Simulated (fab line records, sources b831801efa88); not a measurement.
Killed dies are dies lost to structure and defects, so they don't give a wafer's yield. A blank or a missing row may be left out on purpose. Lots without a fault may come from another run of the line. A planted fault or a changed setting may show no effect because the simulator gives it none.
One fault seen from 2 desks | flow sky130 | each desk has only its own numbers; what lay behind them comes last

THE METROLOGY DESK
What the gauges read, lot by lot, whatever tool the lot ran on: means of the sampled wafers that have a number. A lot is out of limits, marked OUT, if its mean lies more than 4 standard deviations from the usual mean; the brackets give that distance.
Columns: A = VIA3_HDPCVD_THK at SKY_VIA3_THK_MEAS_01, usual 1588 nm
lot  | first seen here | A
L306 | day 39 20:55    | 1595
L309 | day 40 15:02    | 1573
L310 | day 40 22:21    | 1577
L312 | day 41 13:46    | 1579
L313 | day 41 20:49    | 1569
L314 | day 42 07:49    | 1604
L315 | day 42 11:17    | 1554
L322 | day 44 09:50    | 1574
L323 | day 44 14:39    | 1586
L324 | day 44 23:43    | 1592
L325 | day 45 02:13    | 1618
This desk's finding: nothing out of limits on any of the 11 lots.

THE TOOL OWNER'S DESK: pvd_sputter-04
The tool's own readings at SKY_METAL3_SPUTTER_04 (material TiN, target thk 70 nm, time 58.3 s): means of the sampled wafers that have a number, for each lot that ran on this tool. A lot is out of limits, marked OUT, if its mean lies more than 4 standard deviations from the usual mean; the brackets give that distance.
Columns: A = throttle_valve_pct at SKY_METAL3_SPUTTER_04, usual 30.0 %
lot  | first seen here | A
L310 | day 38 19:38    | 29.2
L312 | day 39 11:16    | 29.9
L313 | day 39 18:11    | 30.2
L314 | day 40 06:04    | 29.9
L315 | day 40 09:41    | 28.6
This desk's finding: nothing out of limits on any of the 5 lots.

PUT TOGETHER
The metrology desk saw nothing out of limits.
The tool owner's desk saw nothing out of limits.

WHAT THE SIMULATOR HAD PUT IN
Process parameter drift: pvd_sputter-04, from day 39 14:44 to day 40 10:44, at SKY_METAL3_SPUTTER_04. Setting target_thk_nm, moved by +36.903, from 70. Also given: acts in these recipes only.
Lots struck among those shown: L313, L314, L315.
